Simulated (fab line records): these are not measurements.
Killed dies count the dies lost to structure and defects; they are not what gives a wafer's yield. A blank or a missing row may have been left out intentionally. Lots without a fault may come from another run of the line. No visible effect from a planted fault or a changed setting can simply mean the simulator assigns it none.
The tool behind it: which one? :: flow gf180mcu :: 12 lots with 36 wafers sampled at 4 steps, on a route of 602 steps

WHAT EACH GAUGE READ, for each wafer
GF_M3_CD_MEAS_14: the cd target is 280 nm. Usual: 279.8 nm for cd_nm, sd 1.
lot: L492
measured: day 21 01:58
on: cd_sem-02
cd_nm (nm): 279.2 280.0 280.9
flag: 

lot: L494
measured: day 22 01:12
on: cd_sem-01
cd_nm (nm): 278.5 278.5 277.8
flag: 

lot: L496
measured: day 22 18:40
on: cd_sem-01
cd_nm (nm): 278.9 278.3 279.6
flag: 

lot: L498
measured: day 23 15:40
on: cd_sem-01
cd_nm (nm): 278.8 278.9 279.1
flag: 

lot: L503
measured: day 25 09:01
on: cd_sem-01
cd_nm (nm): 278.1 278.9 280.0
flag: 

lot: L504
measured: day 25 16:08
on: cd_sem-01
cd_nm (nm): 281.3 280.0 280.8
flag: 

lot: L505
measured: day 26 02:49
on: cd_sem-02
cd_nm (nm): 281.5 280.8 281.2
flag: 

lot: L506
measured: day 26 05:08
on: cd_sem-01
cd_nm (nm): 279.1 278.6 278.5
flag: 

lot: L507
measured: day 26 17:07
on: cd_sem-02
cd_nm (nm): 279.4 279.9 280.0
flag: 

lot: L511
measured: day 27 20:55
on: cd_sem-01
cd_nm (nm): 279.1 278.8 280.1
flag: 

lot: L513
measured: day 28 07:22
on: cd_sem-01
cd_nm (nm): 278.9 279.2 280.3
flag: 

lot: L515
measured: day 28 22:13
on: cd_sem-01
cd_nm (nm): 279.6 280.4 281.6
flag: 

WHAT TOOL EACH LOT RAN ON (gives the tool, then ch and the chambers of the sampled wafers, and finally the start)
lot: L492
GF_STI_ETCH_13: rie_diel-04 ch 0,3, day 2 00:52
GF_STI_STRIP_15: plasma_asher-03 ch 0, day 2 01:01
GF_M3_SPUTTER_00: pvd_sputter-03, day 20 01:45

lot: L494
GF_STI_ETCH_13: rie_diel-02 ch 0,1, day 2 12:14
GF_STI_STRIP_15: plasma_asher-03 ch 0,1, day 2 12:23
GF_M3_SPUTTER_00: pvd_sputter-04, day 21 01:03

lot: L496
GF_STI_ETCH_13: rie_diel-04 ch 0,2,3, day 2 22:10
GF_STI_STRIP_15: plasma_asher-02 ch 0,1, day 2 22:19
GF_M3_SPUTTER_00: pvd_sputter-04, day 21 18:55

lot: L498
GF_STI_ETCH_13: rie_diel-04 ch 0,2,3, day 3 07:40
GF_STI_STRIP_15: plasma_asher-04 ch 0,1, day 3 07:49
GF_M3_SPUTTER_00: pvd_sputter-03, day 22 16:31

lot: L503
GF_STI_ETCH_13: rie_diel-01 ch 0,1,3, day 4 11:47
GF_STI_STRIP_15: plasma_asher-02 ch 0,1, day 4 11:56
GF_M3_SPUTTER_00: pvd_sputter-01, day 24 10:53

lot: L504
GF_STI_ETCH_13: rie_diel-04 ch 2,3, day 4 14:55
GF_STI_STRIP_15: plasma_asher-02 ch 0,1, day 4 15:04
GF_M3_SPUTTER_00: pvd_sputter-03, day 24 17:28

lot: L505
GF_STI_ETCH_13: rie_diel-02 ch 0,1,3, day 4 20:29
GF_STI_STRIP_15: plasma_asher-03 ch 0,1, day 4 20:37
GF_M3_SPUTTER_00: pvd_sputter-04, day 25 05:27

lot: L506
GF_STI_ETCH_13: rie_diel-01 ch 2,3, day 5 01:20
GF_STI_STRIP_15: plasma_asher-02 ch 0,1, day 5 01:29
GF_M3_SPUTTER_00: pvd_sputter-03, day 25 07:22

lot: L507
GF_STI_ETCH_13: rie_diel-02 ch 1,3, day 5 07:01
GF_STI_STRIP_15: plasma_asher-02 ch 0,1, day 5 07:10
GF_M3_SPUTTER_00: pvd_sputter-01, day 25 20:04

lot: L511
GF_STI_ETCH_13: rie_diel-01 ch 0,1, day 6 02:50
GF_STI_STRIP_15: plasma_asher-02 ch 0,1, day 6 02:59
GF_M3_SPUTTER_00: pvd_sputter-03, day 27 00:39

lot: L513
GF_STI_ETCH_13: rie_diel-02 ch 2,3, day 6 13:05
GF_STI_STRIP_15: plasma_asher-03 ch 0, day 6 13:14
GF_M3_SPUTTER_00: pvd_sputter-01, day 27 11:55

lot: L515
GF_STI_ETCH_13: rie_diel-04 ch 0,1,2, day 7 01:05
GF_STI_STRIP_15: plasma_asher-02 ch 0,1, day 7 01:14
GF_M3_SPUTTER_00: pvd_sputter-04, day 28 03:16
- GF_STI_ETCH_13: etches the open film in CHF3/O2, stops on Si, target depth 282.31 nm, time 112.9 s.
- GF_STI_STRIP_15: strips in O2/N2.
- GF_M3_SPUTTER_00: material Ti, target thk 37.5 nm, time 150 s.

WHAT THE TOOLS THEMSELVES READ (means of the sampled wafers that have a number; where no wafer has one, the mark that the record gives instead)
GF_STI_ETCH_13. Usual: drypump_motor_current_A 5.6 A, standard deviation 0.47; oes_product_au 0.835 a.u., standard deviation 0.006; throttle_valve_pct 8.812 %, standard deviation 0.0092.
lot: L492
tool: rie_diel-04
drypump_motor_current_A (A): 5.4
oes_product_au (a.u.): 0.837
throttle_valve_pct (%): 8.810
flag: 

lot: L494
tool: rie_diel-02
drypump_motor_current_A (A): 5.4
oes_product_au (a.u.): 0.841
throttle_valve_pct (%): 8.809
flag: 

lot: L496
tool: rie_diel-04
drypump_motor_current_A (A): 5.6
oes_product_au (a.u.): 0.837
throttle_valve_pct (%): 8.811
flag: 

lot: L498
tool: rie_diel-04
drypump_motor_current_A (A): 5.6
oes_product_au (a.u.): 0.833
throttle_valve_pct (%): 8.811
flag: 

lot: L503
tool: rie_diel-01
drypump_motor_current_A (A): 5.8
oes_product_au (a.u.): 0.836
throttle_valve_pct (%): 8.809
flag: 

lot: L504
tool: rie_diel-04
drypump_motor_current_A (A): 5.7
oes_product_au (a.u.): 0.838
throttle_valve_pct (%): 8.803
flag: 

lot: L505
tool: rie_diel-02
drypump_motor_current_A (A): 5.4
oes_product_au (a.u.): 0.833
throttle_valve_pct (%): 8.815
flag: 

lot: L506
tool: rie_diel-01
drypump_motor_current_A (A): 6.5
oes_product_au (a.u.): 0.836
throttle_valve_pct (%): 8.803
flag: 

lot: L507
tool: rie_diel-02
drypump_motor_current_A (A): 5.0
oes_product_au (a.u.): 0.829
throttle_valve_pct (%): 8.804
flag: 

lot: L511
tool: rie_diel-01
drypump_motor_current_A (A): 5.4
oes_product_au (a.u.): 0.828
throttle_valve_pct (%): 8.815
flag: 

lot: L513
tool: rie_diel-02
drypump_motor_current_A (A): 5.5
oes_product_au (a.u.): 0.832
throttle_valve_pct (%): 8.813
flag: 

lot: L515
tool: rie_diel-04
drypump_motor_current_A (A): 5.8
oes_product_au (a.u.): 0.835
throttle_valve_pct (%): 8.810
flag: 

GF_STI_STRIP_15. Usual: drypump_motor_current_A 5.9 A, standard deviation 0.42; heater_power_w 338 W, standard deviation 41; oes_product_au 0.384 a.u., standard deviation 0.0051; strip_time_to_endpoint_s 3.72 s, standard deviation 0.052.
lot: L492
tool: plasma_asher-03
drypump_motor_current_A (A): 5.3
heater_power_w (W): 342
oes_product_au (a.u.): 0.383
strip_time_to_endpoint_s (s): 3.72
flag: 

lot: L494
tool: plasma_asher-03
drypump_motor_current_A (A): 5.6
heater_power_w (W): 368
oes_product_au (a.u.): 0.384
strip_time_to_endpoint_s (s): 3.76
flag: 

lot: L496
tool: plasma_asher-02
drypump_motor_current_A (A): 6.0
heater_power_w (W): 307
oes_product_au (a.u.): 0.381
strip_time_to_endpoint_s (s): 3.75
flag: 

lot: L498
tool: plasma_asher-04
drypump_motor_current_A (A): 5.5
heater_power_w (W): 325
oes_product_au (a.u.): 0.381
strip_time_to_endpoint_s (s): 3.67
flag: 

lot: L503
tool: plasma_asher-02
drypump_motor_current_A (A): 5.9
heater_power_w (W): 321
oes_product_au (a.u.): 0.383
strip_time_to_endpoint_s (s): 3.70
flag: 

lot: L504
tool: plasma_asher-02
drypump_motor_current_A (A): 5.9
heater_power_w (W): 326
oes_product_au (a.u.): 0.382
strip_time_to_endpoint_s (s): 3.69
flag: 

lot: L505
tool: plasma_asher-03
drypump_motor_current_A (A): 5.6
heater_power_w (W): 360
oes_product_au (a.u.): 0.383
strip_time_to_endpoint_s (s): 3.73
flag: 

lot: L506
tool: plasma_asher-02
drypump_motor_current_A (A): 5.9
heater_power_w (W): 321
oes_product_au (a.u.): 0.381
strip_time_to_endpoint_s (s): 3.69
flag: 

lot: L507
tool: plasma_asher-02
drypump_motor_current_A (A): 6.0
heater_power_w (W): 308
oes_product_au (a.u.): 0.387
strip_time_to_endpoint_s (s): 3.76
flag: 

lot: L511
tool: plasma_asher-02
drypump_motor_current_A (A): 6.0
heater_power_w (W): 327
oes_product_au (a.u.): 0.375
strip_time_to_endpoint_s (s): 3.56
flag: OFF

lot: L513
tool: plasma_asher-03
drypump_motor_current_A (A): 5.3
heater_power_w (W): 337
oes_product_au (a.u.): 0.384
strip_time_to_endpoint_s (s): 3.80
flag: 

lot: L515
tool: plasma_asher-02
drypump_motor_current_A (A): 5.9
heater_power_w (W): 320
oes_product_au (a.u.): 0.383
strip_time_to_endpoint_s (s): 3.70
flag: 

GF_M3_SPUTTER_00. Usual: chamber_pressure_pa 2.001 Pa, standard deviation 0.0043; throttle_valve_pct 29.6 %, standard deviation 1.
lot: L492
tool: pvd_sputter-03
chamber_pressure_pa (Pa): 2.002
throttle_valve_pct (%): 29.0
flag: 

lot: L494
tool: pvd_sputter-04
chamber_pressure_pa (Pa): 2.001
throttle_valve_pct (%): 30.4
flag: 

lot: L496
tool: pvd_sputter-04
chamber_pressure_pa (Pa): 1.997
throttle_valve_pct (%): 30.9
flag: 

lot: L498
tool: pvd_sputter-03
chamber_pressure_pa (Pa): 1.999
throttle_valve_pct (%): 28.3
flag: 

lot: L503
tool: pvd_sputter-01
chamber_pressure_pa (Pa): 2.000
throttle_valve_pct (%): 30.0
flag: 

lot: L504
tool: pvd_sputter-03
chamber_pressure_pa (Pa): 1.993
throttle_valve_pct (%): 30.0
flag: 

lot: L505
tool: pvd_sputter-04
chamber_pressure_pa (Pa): 2.003
throttle_valve_pct (%): 30.6
flag: 

lot: L506
tool: pvd_sputter-03
chamber_pressure_pa (Pa): 2.002
throttle_valve_pct (%): 29.2
flag: 

lot: L507
tool: pvd_sputter-01
chamber_pressure_pa (Pa): 2.004
throttle_valve_pct (%): 29.5
flag: 

lot: L511
tool: pvd_sputter-03
chamber_pressure_pa (Pa): 2.001
throttle_valve_pct (%): 28.8
flag: 

lot: L513
tool: pvd_sputter-01
chamber_pressure_pa (Pa): 1.999
throttle_valve_pct (%): 30.1
flag: 

lot: L515
tool: pvd_sputter-04
chamber_pressure_pa (Pa): 1.998
throttle_valve_pct (%): 30.5
flag: 

THE ANSWER, worked out from the rows above alone
Rule: lot off if the mean of its wafers having a number is beyond 3 standard deviations from the usual mean. A lot without any number at a reading at which 4 lots or more have one is off too. The other lots that the step has rows for count as sound. Order of review: gauges by route order, followed by the tools' own readings, for which a lot's mean as printed above is used. At the first step where some lot is off, the reading lying furthest off is the one used; lots without a number count as furthest.
Off at GF_STI_STRIP_15 (strip_time_to_endpoint_s): L511.
If a tool, at that step or one of the process steps before it, ran each lot that is off and ran no sound lot following the first of them, it fits. One candidate fits, namely rie_diel-01 at GF_STI_ETCH_13. A fault onset in the window from L506 (day 5 01:20, its last sound lot) to L511 (day 6 02:50, its first lot off) fits.

WHAT THE SIMULATOR HAD PUT IN
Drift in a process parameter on rie_diel-01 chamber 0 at GF_STI_ETCH_13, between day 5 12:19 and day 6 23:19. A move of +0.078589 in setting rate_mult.
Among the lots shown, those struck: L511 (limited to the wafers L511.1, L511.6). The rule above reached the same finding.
